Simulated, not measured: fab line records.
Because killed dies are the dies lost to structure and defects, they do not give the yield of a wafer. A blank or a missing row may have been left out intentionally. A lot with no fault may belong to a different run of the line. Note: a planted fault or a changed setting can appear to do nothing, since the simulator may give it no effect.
Code-filled problem report in 8D (eight disciplines) form    flow sky130    the parts of the form that need people (team, actions taken, sign-off) are left out

## 1. PROBLEM STATEMENT
Mean of beam on s at SKY_LDD_N_IMPLANT_15: 14.17 s across 6 wafers in 2 lots; on wafers with no fault it is 9.95 s (standard deviation 0.19). Relative to the usual mean, that is a shift of +22 standard deviations.
Earliest sighting: wafer L236.1 on implanter-01 at day 21 22:32. The record holds 39 wafers of 13 lots with a number at this step. Rule for "out", or "out of limits": more than 4 standard deviations from the usual mean. All remaining wafers that have a number are taken as sound.

## 2. WHAT IT IS, AND WHAT IT ISN'T
question                     is                             is not
which readings at this step  beam on s, faraday current uA  -
which lots                   L236, L237                     L226, L227, L228, L229, L230, L231, L232, L244, L245, L248, L249
which wafers of those lots   all that have a number         -
read on which tools          implanter-01                   implanter-02, implanter-03
when                         from day 21 22:32              up to then (21 sound wafers); but 12 sound wafers of L244, L245, L248, L249 came after

## 3. WHAT RULES OUT EACH SUSPECT
Counting: a tool at a process step up to the reading stays a suspect if it ran every lot that is out and no sound lot after the first of them.
- plasma asher-03 at SKY_RES_PROTECT_STRIP_07 (strips in O2/N2): ruled out as a lasting fault. The sound lots L249 went through it after L236, its earliest lot that is out (day 19 05:20).
- implanter-01 at SKY_LDD_N_IMPLANT_15: ruled out as a lasting fault. The sound lots L248, L249 went through it after L236, its earliest lot that is out (day 21 22:32).
Left after counting: nothing in the record.

## 4. THE CAUSE (what the simulator had put in)
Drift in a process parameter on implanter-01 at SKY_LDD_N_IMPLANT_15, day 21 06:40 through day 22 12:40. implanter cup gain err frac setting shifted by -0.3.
Counting ruled it out, wrongly.

## 5. THE EFFECT CHAIN, in route order
Each row: a reading whose mean over the struck wafers that have a number lies more than 3 standard deviations from the usual. Only readings whose record carries a usual standard deviation are examined. hours: median over the lots of the time between each lot's start at the first step of this table that gives one and its start at this step. sigmas: the change, counted in usual standard deviations.
hours  step                  reading             usual   on struck wafers  change  sigmas
0      SKY_LDD_N_IMPLANT_15  beam on s           9.95 s  14.17             +4.22   +22
0      SKY_LDD_N_IMPLANT_15  faraday current uA  28.3    19.9              -8.4    -17
Its process steps:
- SKY_LDD_N_IMPLANT_15
Later measuring or inspecting steps at which every struck wafer that the step has a row for has a number for every such reading, and none has moved that far: SKY_LDD_N_TW_MEAS_17, SKY_LDD_P_CD_MEAS_07.

## 6. WHAT WOULD HAVE CAUGHT IT SOONER
In this record the first reading out of limits was taken at day 21 22:32, 16 hours after the fault began at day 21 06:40.
